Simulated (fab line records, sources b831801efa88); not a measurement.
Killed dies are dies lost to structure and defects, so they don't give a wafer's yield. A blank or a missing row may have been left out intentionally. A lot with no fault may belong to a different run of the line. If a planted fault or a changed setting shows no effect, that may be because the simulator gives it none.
Which tool was responsible? + flow sky130 + Sampling: 12 lots, 36 wafers, 5 of 708 route steps

WHAT THE GAUGES SHOWED, per wafer
SKY_NWELL_TW_MEAS_26. Usual: for NWELL_2_TW the level is 495 and the standard deviation is 4.3.
| lot  | measured     | on           | NWELL_2_TW  | flag |
|------|--------------|--------------|-------------|------|
| L894 | day 5 06:23  | filmMetro-02 | 496 495 493 |      |
| L895 | day 5 15:16  | filmMetro-02 | 494 495 495 |      |
| L896 | day 5 18:47  | filmMetro-04 | 497 498 501 |      |
| L897 | day 6 02:13  | filmMetro-04 | 498 497 497 |      |
| L900 | day 6 17:47  | filmMetro-04 | 498 502 495 |      |
| L903 | day 7 15:56  | filmMetro-02 | 496 496 494 |      |
| L904 | day 7 19:25  | filmMetro-01 | 491 492 490 |      |
| L905 | day 8 01:52  | filmMetro-02 | 493 494 493 |      |
| L912 | day 10 01:44 | filmMetro-01 | 388 388 390 | OFF  |
| L914 | day 10 09:04 | filmMetro-04 | 403 402 399 | OFF  |
| L915 | day 10 16:49 | filmMetro-04 | 500 502 502 |      |
| L916 | day 10 23:16 | filmMetro-02 | 497 497 499 |      |

SKY_CONTACT_RS_MEAS_25: measurement is done with a four-point probe. Usual: for CONTACT_W_RS the level is 0.338 ohm/sq and the standard deviation is 0.0047.
| lot  | measured     | on           | CONTACT_W_RS (ohm/sq) | flag |
|------|--------------|--------------|-----------------------|------|
| L894 | day 31 19:56 | filmMetro-01 | 0.330 0.331 0.337     |      |
| L895 | day 32 01:51 | filmMetro-03 | 0.338 0.339 0.336     |      |
| L896 | day 32 02:51 | filmMetro-03 | 0.329 0.341 0.330     |      |
| L897 | day 32 20:35 | filmMetro-04 | 0.333 0.331 0.333     |      |
| L900 | day 33 16:58 | filmMetro-03 | 0.341 0.330 0.345     |      |
| L903 | day 34 15:55 | filmMetro-03 | 0.338 0.336 0.336     |      |
| L904 | day 34 23:59 | filmMetro-03 | 0.340 0.340 0.337     |      |
| L905 | day 34 22:34 | filmMetro-01 | 0.333 0.337 0.330     |      |
| L912 | day 37 15:53 | filmMetro-03 | 0.337 0.340 0.334     |      |
| L914 | day 37 18:46 | filmMetro-03 | 0.340 0.336 0.338     |      |
| L915 | day 38 07:10 | filmMetro-04 | 0.334 0.335 0.340     |      |
| L916 | day 38 13:30 | filmMetro-01 | 0.341 0.340 0.334     |      |

WHICH TOOL RAN EACH LOT (tool, then ch and the chambers of the sampled wafers, then the start)
| lot  | SKY_NWELL_IMPLANT_24            | SKY_VT_ADJUST_LVTN_STRIP_09         | SKY_CONTACT_CMP_04            |
|------|---------------------------------|-------------------------------------|-------------------------------|
| L894 | implanter-01 ch 0, day 5 06:08  | plasmaAsher-04 ch 0,1, day 6 18:40  | cmp-02 ch 0,1,2, day 30 15:26 |
| L895 | implanter-01 ch 0, day 5 15:01  | plasmaAsher-02 ch 0,1, day 7 04:13  | cmp-01 ch 2,3, day 30 20:59   |
| L896 | implanter-02 ch 0, day 5 18:32  | plasmaAsher-01 ch 0,1, day 7 10:04  | cmp-02 ch 0,1,3, day 30 21:58 |
| L897 | implanter-02 ch 0, day 6 01:58  | plasmaAsher-04 ch 0,1, day 7 17:07  | cmp-01 ch 0,3, day 31 15:44   |
| L900 | implanter-04 ch 0, day 6 17:34  | plasmaAsher-04 ch 0,1, day 8 11:41  | cmp-02 ch 1,2,3, day 32 12:20 |
| L903 | implanter-04 ch 0, day 7 15:43  | plasmaAsher-01 ch 0,1, day 9 10:12  | cmp-01 ch 0,1,3, day 33 12:34 |
| L904 | implanter-02 ch 0, day 7 19:10  | plasmaAsher-04 ch 0,1, day 9 13:05  | cmp-02 ch 1,3, day 33 20:07   |
| L905 | implanter-04 ch 0, day 8 01:37  | plasmaAsher-04 ch 0,1, day 9 19:34  | cmp-01 ch 0,1,3, day 33 18:35 |
| L912 | implanter-02 ch 0, day 10 01:31 | plasmaAsher-01 ch 0,1, day 11 23:40 | cmp-01 ch 1,2,3, day 36 12:23 |
| L914 | implanter-02 ch 0, day 10 08:52 | plasmaAsher-01 ch 0,1, day 12 07:54 | cmp-01 ch 0,1,3, day 36 15:40 |
| L915 | implanter-01 ch 0, day 10 16:34 | plasmaAsher-02 ch 0,1, day 12 15:49 | cmp-01 ch 1,2, day 37 04:35   |
| L916 | implanter-04 ch 0, day 10 23:01 | plasmaAsher-04 ch 0,1, day 12 23:16 | cmp-02 ch 1,2,3, day 37 11:43 |
- SKY_NWELL_IMPLANT_24
- SKY_VT_ADJUST_LVTN_STRIP_09: strips in O2/N2.
- SKY_CONTACT_CMP_04: polishes SiO2.

WHAT THE TOOLS THEMSELVES READ (means of the sampled wafers that have a number; where no wafer has one, the mark that the record gives instead)
SKY_NWELL_IMPLANT_24. Usual: doseIonsCm2 9.198e+12, standard deviation 9.7e+09; faradayCurrentUA 51.9, standard deviation 1.
| lot  | tool         | doseIonsCm2 | faradayCurrentUA | flag |
|------|--------------|-------------|------------------|------|
| L894 | implanter-01 | 9.195e+12   | 52.5             |      |
| L895 | implanter-01 | 9.193e+12   | 52.1             |      |
| L896 | implanter-02 | 9.185e+12   | 52.1             |      |
| L897 | implanter-02 | 9.207e+12   | 52.3             |      |
| L900 | implanter-04 | 9.206e+12   | 51.6             |      |
| L903 | implanter-04 | 9.199e+12   | 51.7             |      |
| L904 | implanter-02 | 9.204e+12   | 52.1             |      |
| L905 | implanter-04 | 9.193e+12   | 52.1             |      |
| L912 | implanter-02 | 4.466e+12   | 24.9             | OFF  |
| L914 | implanter-02 | 4.468e+12   | 25.2             | OFF  |
| L915 | implanter-01 | 9.209e+12   | 51.8             |      |
| L916 | implanter-04 | 9.203e+12   | 52.1             |      |

SKY_VT_ADJUST_LVTN_STRIP_09. Usual: drypumpMotorCurrentA 5.9 A, standard deviation 0.39; oesProductAu 0.722 a.u., standard deviation 0.0043; stripTimeToEndpointS 36.92 s, standard deviation 0.11.
| lot  | tool           | drypumpMotorCurrentA (A) | oesProductAu (a.u.) | stripTimeToEndpointS (s) | flag |
|------|----------------|--------------------------|---------------------|--------------------------|------|
| L894 | plasmaAsher-04 | 6.0                      | 0.720               | 36.99                    |      |
| L895 | plasmaAsher-02 | 6.1                      | 0.726               | 36.80                    |      |
| L896 | plasmaAsher-01 | 5.4                      | 0.726               | 36.89                    |      |
| L897 | plasmaAsher-04 | 6.0                      | 0.722               | 36.92                    |      |
| L900 | plasmaAsher-04 | 6.2                      | 0.720               | 36.87                    |      |
| L903 | plasmaAsher-01 | 5.4                      | 0.725               | 36.96                    |      |
| L904 | plasmaAsher-04 | 6.0                      | 0.721               | 36.81                    |      |
| L905 | plasmaAsher-04 | 6.2                      | 0.723               | 36.95                    |      |
| L912 | plasmaAsher-01 | 5.7                      | 0.726               | 36.76                    |      |
| L914 | plasmaAsher-01 | 5.8                      | 0.716               | 36.80                    |      |
| L915 | plasmaAsher-02 | 6.1                      | 0.723               | 36.79                    |      |
| L916 | plasmaAsher-04 | 6.2                      | 0.722               | 36.78                    |      |

SKY_CONTACT_CMP_04. Usual: motorCurrentA 12.2 A, standard deviation 1.4; platenRpm 60.00 rpm, standard deviation 0.039; timeToEndpointS 82 s, standard deviation 4.
| lot  | tool   | motorCurrentA (A) | platenRpm (rpm) | timeToEndpointS (s) | flag |
|------|--------|-------------------|-----------------|---------------------|------|
| L894 | cmp-02 | 12.5              | 60.00           | 85                  |      |
| L895 | cmp-01 | 13.6              | 60.01           | 87                  |      |
| L896 | cmp-02 | 12.7              | 60.00           | 87                  |      |
| L897 | cmp-01 | 13.4              | 59.97           | 85                  |      |
| L900 | cmp-02 | 11.8              | 59.97           | 79                  |      |
| L903 | cmp-01 | 12.0              | 59.98           | 82                  |      |
| L904 | cmp-02 | 11.7              | 59.97           | 86                  |      |
| L905 | cmp-01 | 12.3              | 60.00           | 78                  |      |
| L912 | cmp-01 | 12.1              | 59.99           | 78                  |      |
| L914 | cmp-01 | 12.5              | 59.99           | 78                  |      |
| L915 | cmp-01 | 10.8              | 60.01           | 80                  |      |
| L916 | cmp-02 | 12.3              | 60.03           | 78                  |      |

THE ANSWER, worked out from the rows above alone
Rule: a lot is off if the mean of its wafers that have a number lies more than 3 standard deviations from the usual mean. Also off: a lot with no number at a reading for which 4 or more lots have one. Where the step has rows for the other lots, those lots are counted as sound. After the gauges, taken in route order, come the tools' own readings; for these a lot's mean is taken, as printed above. The first step at which some lot is off is used, and at that step the reading that is off furthest; a lot without a number counts as furthest.
Off: L912, L914, at SKY_NWELL_TW_MEAS_26 (NWELL_2_TW).
A tool fits if, at a process step before that reading, it ran every lot that is off, and no sound lot after the first of them. The gauges at SKY_NWELL_TW_MEAS_26 aren't tried: what is off there is off at SKY_NWELL_IMPLANT_24 too, on other tools, and a gauge's error can't cause that. One candidate fits, namely implanter-02 at SKY_NWELL_IMPLANT_24. A fault onset in the window from L904 (day 7 19:10, its last sound lot) to L912 (day 10 01:31, its first lot off) fits.
The tool's own readings at SKY_NWELL_IMPLANT_24 bear it out: on the lots that are off they differ by more than 5 times the standard deviation of the sound lots' means. doseIonsCm2 reads 4.467e+12 there against 9.199e+12 on the sound lots; faradayCurrentUA reads 25.0 there against 52.0 on the sound lots.

WHAT THE SIMULATOR HAD INSERTED
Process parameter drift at SKY_NWELL_IMPLANT_24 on implanter-02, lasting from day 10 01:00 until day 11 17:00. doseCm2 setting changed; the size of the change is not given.
Lots struck among those shown: L912, L914. The rule above found the same.
